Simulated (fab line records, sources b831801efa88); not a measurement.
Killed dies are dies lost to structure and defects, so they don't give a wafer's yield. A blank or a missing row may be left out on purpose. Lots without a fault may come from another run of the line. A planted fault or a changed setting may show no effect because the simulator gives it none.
A struck lot beside a sound one | flow sky130 | 23 steps out of a route of 708
Sound: wafers L438.2, L438.3, L438.5. Struck: wafers L426.2, L426.4, L426.6. The cause comes at the end.
At each step with rows: each side's tool, then ch and its chambers, then its first start. Under that, the readings that differ: sound wafers | struck wafers | difference of the means | sigmas: that difference in standard deviations of wafers without a fault.
alike: readings whose means differ by less than 2 such deviations, and words and numbers that are the same on both sides. not compared: withheld readings, readings that some wafer has no value for, bounds like >300 that may hide the same value, and numbers for which the record gives no deviation and whose values overlap.
The two part at a step that has a row with sigmas, a row that says differs or no value, or rows on one side only. Numbers that don't overlap but have no deviation are shown without sigmas and don't part them. A reading that every wafer of one side lacks parts them only if that side has two wafers or more.

first, 1 step without rows for these wafers: SKY_POLY_GATE_OXIDATION_20 (stabilise 600 s, purge 300 s, target thk 4 nm).
SKY_POLY_GATE_THK_MEAS_21:
  sound on film_metro-03, day 22 18:03; struck on film_metro-01, day 19 04:15
  alike: POLY_GATE_OXIDATION_THK
SKY_POLY_GATE_CD_MEAS_22:
  sound on cd_sem-02, day 22 18:08; struck on cd_sem-01, day 19 04:28
  alike: cd_nm
then, 7 steps without rows for these wafers: SKY_LDD_N_DEHYDRATE_00 (time 60 s); SKY_LDD_N_HMDS_01 (prime time 60 s); SKY_LDD_N_COAT_02 (resist thk 300 nm); SKY_LDD_N_SOFTBAKE_03 (time 60 s); SKY_LDD_N_EXPOSE_04 (exposes mask NTM, target cd 840 nm); SKY_LDD_N_PEB_05; SKY_LDD_N_DEVELOP_06 (develop time 60 s).
SKY_LDD_N_OVL_MEAS_07:
  sound on overlay-01, day 24 00:17; struck on overlay-02, day 20 10:42
  alike: LDD_N_OVL
then, 1 step without rows for these wafers: SKY_LDD_N_IMPLANT_08.
SKY_LDD_N_IMPLANT_09:
  sound on implanter-01 ch 0, day 24 00:29; struck on implanter-02 ch 0, day 20 11:13
then, 6 steps without rows for these wafers: SKY_LDD_N_IMPLANT_10; SKY_LDD_N_IMPLANT_11; SKY_LDD_N_IMPLANT_12; SKY_LDD_N_IMPLANT_13; SKY_LDD_N_IMPLANT_14; SKY_LDD_N_IMPLANT_15.
SKY_LDD_N_STRIP_16: strips in O2/N2.
  sound on plasma_asher-03 ch 1, day 24 01:31; struck on plasma_asher-03 ch 0,1, day 20 12:19
  reading                      | sound             | struck            | difference | sigmas
  strip_time_to_endpoint_s (s) | 4.309 4.315 4.337 | 4.533 4.537 4.538 | +0.216     | +13
  alike: drypump_motor_current_A, n2_flow_sccm, oes_product_au
  not compared: rf_hours_counter_h
SKY_LDD_N_TW_MEAS_17:
  sound on film_metro-03, day 24 01:37; struck on film_metro-04, day 20 12:40
  reading  | sound          | struck         | difference | sigmas
  LDD_N_TW | 2580 2578 2575 | 2744 2744 2743 | +166       | +6
then, 1 step without rows for these wafers: SKY_LDD_P_DEHYDRATE_00 (time 60 s).
-- the record jumps here: 27 days lie between the struck wafers' starts before and after (it left off in module LDD_P and takes up again in module PAD_OPEN, whose first step shown is number 708 of the route) --
SKY_PAD_OPEN_PROBE_99:
  sound on prober-02, day 49 21:56; struck on prober-02, day 47 18:33
  reading                                    | sound               | struck               | difference | sigmas
  killed_at_contacts                         | 29 28 30            | 17 13 22             | -12        | -2
  model.etest.tip_n.rs_ohm_sq                | 437.7 442.3 442.8   | 387.6 386.1 384.1    | -55.0      |
  model.etest.nfet_01v8_swapped.vt_sat_v (V) | 0.6494 0.6523 0.649 | 0.6422 0.6421 0.6368 | -0.0099    |
  alike: killed_at_M0_to_M3, killed_at_M4_up, killed_at_front_end, killed_at_other, killed_dies, killed_open, killed_short

WHERE THEY PART
First at SKY_LDD_N_STRIP_16; last, within this record, at SKY_PAD_OPEN_PROBE_99.

WHY: what the simulator had put in
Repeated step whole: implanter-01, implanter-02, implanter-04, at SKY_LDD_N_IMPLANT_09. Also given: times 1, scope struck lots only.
